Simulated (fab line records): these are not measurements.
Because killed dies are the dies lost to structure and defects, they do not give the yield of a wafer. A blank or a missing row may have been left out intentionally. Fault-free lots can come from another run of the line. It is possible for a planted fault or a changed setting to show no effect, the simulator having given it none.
Chamber matching || flow gf180mcu || 4 sister chambers for GF_V2_CMP_04 on cmp-01
The step polishes SiO2. 14 wafers are shown with their chamber, then 7 later ones without.

== EACH WAFER AND ITS CHAMBER ==
{"wafer": "L627.1", "chamber": 0, "motorCurrentA (A)": 10.9, "edgeZonePressureFrac": 1.002, "timeToEndpointS (s)": 75}
{"wafer": "L627.5", "chamber": 2, "motorCurrentA (A)": 12.5, "edgeZonePressureFrac": 0.997, "timeToEndpointS (s)": 82}
{"wafer": "L627.6", "chamber": 1, "motorCurrentA (A)": 12.1, "edgeZonePressureFrac": 1.005, "timeToEndpointS (s)": 78}
{"wafer": "L630.2", "chamber": 1, "motorCurrentA (A)": 12.9, "edgeZonePressureFrac": 0.993, "timeToEndpointS (s)": 74}
{"wafer": "L630.4", "chamber": 3, "motorCurrentA (A)": 12.4, "edgeZonePressureFrac": 1.006, "timeToEndpointS (s)": 79}
{"wafer": "L630.6", "chamber": 2, "motorCurrentA (A)": 12.5, "edgeZonePressureFrac": 1.002, "timeToEndpointS (s)": 78}
{"wafer": "L631.2", "chamber": 1, "motorCurrentA (A)": 12.5, "edgeZonePressureFrac": 1.002, "timeToEndpointS (s)": 68}
{"wafer": "L631.3", "chamber": 3, "motorCurrentA (A)": 12.4, "edgeZonePressureFrac": 1.003, "timeToEndpointS (s)": 73}
{"wafer": "L631.4", "chamber": 2, "motorCurrentA (A)": 12.0, "edgeZonePressureFrac": 0.994, "timeToEndpointS (s)": 76}
{"wafer": "L635.1", "chamber": 0, "motorCurrentA (A)": 11.5, "edgeZonePressureFrac": 0.994, "timeToEndpointS (s)": 82}
{"wafer": "L635.2", "chamber": 1, "motorCurrentA (A)": 12.6, "edgeZonePressureFrac": 1.002, "timeToEndpointS (s)": 79}
{"wafer": "L635.4", "chamber": 2, "motorCurrentA (A)": 12.0, "edgeZonePressureFrac": 0.995, "timeToEndpointS (s)": 86}
{"wafer": "L639.1", "chamber": 2, "motorCurrentA (A)": 13.4, "edgeZonePressureFrac": 0.998, "timeToEndpointS (s)": 75}
{"wafer": "L639.2", "chamber": 0, "motorCurrentA (A)": 11.9, "edgeZonePressureFrac": 0.997, "timeToEndpointS (s)": 83}

SIGNATURES (averages over the wafers above)
{"reading": "motorCurrentA", "chamber 0": 11.433, "chamber 1": 12.525, "chamber 2": 12.480, "chamber 3": 12.400, "scatter within a chamber": 0.463}
{"reading": "edgeZonePressureFrac", "chamber 0": 0.99767, "chamber 1": 1.00050, "chamber 2": 0.99720, "chamber 3": 1.00450, "scatter within a chamber": 0.00396}
{"reading": "timeToEndpointS", "chamber 0": 80.00, "chamber 1": 74.75, "chamber 2": 79.40, "chamber 3": 76.00, "scatter within a chamber": 4.63}
Rule: distance of a wafer from a chamber = root of the sum over the readings of ((wafer's reading minus chamber's mean) / reading's scatter) squared. If the next closest chamber is less than 2 further off than the closest, the wafer can't be placed; otherwise it belongs to the closest. How the scatter is found: for the shown wafers, subtract from each reading the mean of its chamber, square and add these, divide the total by (wafers less chambers), then take the root.

== WAFERS MISSING THEIR CHAMBER ==
{"wafer": "L639.6", "motorCurrentA (A)": 12.6, "edgeZonePressureFrac": 0.996, "timeToEndpointS (s)": 82}
{"wafer": "L645.1", "motorCurrentA (A)": 12.6, "edgeZonePressureFrac": 1.006, "timeToEndpointS (s)": 74}
{"wafer": "L645.4", "motorCurrentA (A)": 11.8, "edgeZonePressureFrac": 1.006, "timeToEndpointS (s)": 77}
{"wafer": "L645.5", "motorCurrentA (A)": 12.0, "edgeZonePressureFrac": 0.996, "timeToEndpointS (s)": 76}
{"wafer": "L648.1", "motorCurrentA (A)": 12.1, "edgeZonePressureFrac": 1.008, "timeToEndpointS (s)": 73}
{"wafer": "L648.2", "motorCurrentA (A)": 12.0, "edgeZonePressureFrac": 0.999, "timeToEndpointS (s)": 70}
{"wafer": "L648.4", "motorCurrentA (A)": 11.6, "edgeZonePressureFrac": 0.998, "timeToEndpointS (s)": 80}

== THE CHAMBER EACH PASSED THROUGH ==
{"wafer": "L639.6", "from the rows above": "can't be placed: 2 or 1 or 3 or 0", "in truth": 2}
{"wafer": "L645.1", "from the rows above": "can't be placed: 3 or 1 or 2", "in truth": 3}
{"wafer": "L645.4", "from the rows above": "can't be placed: 3 or 1 or 0 or 2", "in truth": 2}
{"wafer": "L645.5", "from the rows above": "can't be placed: 2 or 0 or 1 or 3", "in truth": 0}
{"wafer": "L648.1", "from the rows above": "can't be placed: 3 or 1 or 2", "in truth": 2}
{"wafer": "L648.2", "from the rows above": "can't be placed: 1 or 3 or 2 or 0", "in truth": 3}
{"wafer": "L648.4", "from the rows above": "can't be placed: 0 or 2", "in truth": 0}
Correct placement for 0 of the 7. Cannot be placed on the basis of these rows: 7; the candidates contain the true chamber in 7. Wrongly placed: 0.
